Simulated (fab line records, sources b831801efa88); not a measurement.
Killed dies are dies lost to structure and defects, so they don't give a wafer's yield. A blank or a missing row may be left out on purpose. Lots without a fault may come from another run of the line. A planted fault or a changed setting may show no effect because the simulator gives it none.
Problem report in the 8D (eight disciplines) form, filled by code | flow sky130 | the parts of the form that need people (team, actions taken, sign-off) are left out

1. THE PROBLEM
oes_product_au at SKY_VIA4_ETCH_12 reads a mean of 0.982 a.u. on 1 wafer of 1 lot; wafers without a fault read 0.926 a.u. with a standard deviation of 0.0046. That is +12 standard deviations from the usual mean.
The step: etches SiO2 in C4F8/O2/Ar, stops on TiN, target depth 580 nm.
First seen on wafer L326.3, day 44 10:31, on rie_diel-01. The record holds 38 wafers of 13 lots with a number at this step. Rule for "out", or "out of limits": more than 4 standard deviations from the usual mean. The other wafers with a number count as sound.

2. WHAT IT IS AND WHAT IT IS NOT
question                    | is                | is not
which readings at this step | oes_product_au    | -
which lots                  | L326              | L320, L321, L322, L323, L334, L337, L338, L339, L340, L341, L342, L343
which wafers of those lots  | L326.3            | L326.2
read on which tools         | rie_diel-01       | rie_diel-02, rie_diel-03
when                        | from day 44 10:31 | up to then (13 sound wafers); but 24 sound wafers of L334, L337, L338, L339, L340, L341, L342, L343 came after

3. SUSPECTS, AND WHAT RULES EACH OUT
Counting: a tool at a process step up to the reading stays a suspect if it ran every lot that is out. Sound lots after the first of them don't rule it out here, since some wafers of a struck lot are sound.
- cmp-02 at SKY_VIA4_CMP_02 (polishes SiO2): kept. It ran the lot that is out, L326 (day 43 11:40); its last sound lot up to then is L323 (day 42 14:57).
- rie_diel-01 at SKY_VIA4_ETCH_12 (etches SiO2 in C4F8/O2/Ar, stops on TiN, target depth 580 nm): kept. It ran the lot that is out, L326 (day 44 10:31); its last sound lot up to then is L323 (day 43 13:52). Its own readings are out on those wafers: oes_product_au.
- Within cmp-02 at SKY_VIA4_CMP_02: the wafers that are out ran in chamber 0; their sound lot-mates ran in chamber 3.
- Within rie_diel-01 at SKY_VIA4_ETCH_12: the wafers that are out ran in chamber 0; their sound lot-mates ran in chamber 1.
Left after counting: cmp-02 at SKY_VIA4_CMP_02, rie_diel-01 at SKY_VIA4_ETCH_12.

4. THE CAUSE (what the simulator had put in)
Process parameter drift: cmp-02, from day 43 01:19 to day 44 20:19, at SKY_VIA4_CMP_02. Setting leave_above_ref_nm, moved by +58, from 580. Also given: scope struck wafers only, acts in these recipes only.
Counting left 2 suspects, and this tool is among them.

5. THE CHAIN OF EFFECTS, in route order
Each row: a reading whose mean over the struck wafers that have a number lies more than 3 standard deviations from the usual. Only readings for which the record gives a usual standard deviation are gone through. hours: the time from each lot's start at the first step in this table that gives one to its start at this step, as a median over the lots. sigmas: the change in usual standard deviations.
hours | step             | reading        | usual      | on struck wafers | change | sigmas
0     | SKY_VIA4_ETCH_12 | oes_product_au | 0.926 a.u. | 0.982            | +0.056 | +12
The process steps in it:
- SKY_VIA4_ETCH_12: etches SiO2 in C4F8/O2/Ar, stops on TiN, target depth 580 nm.

6. WHAT WOULD HAVE CAUGHT IT SOONER
In this record the first reading out of limits was taken at day 44 10:31, 33 hours after the fault began at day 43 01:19.
Of the tool readings at SKY_VIA4_CMP_02 for which the record gives a usual standard deviation, none was out on any struck wafer, so an alarm limit of 4 standard deviations on them would not have fired.
All the lots that are out (1) had begun SKY_VIA4_CMP_02 on cmp-02 by day 44 10:31. A hold on the tool at that time would have spared none of them.
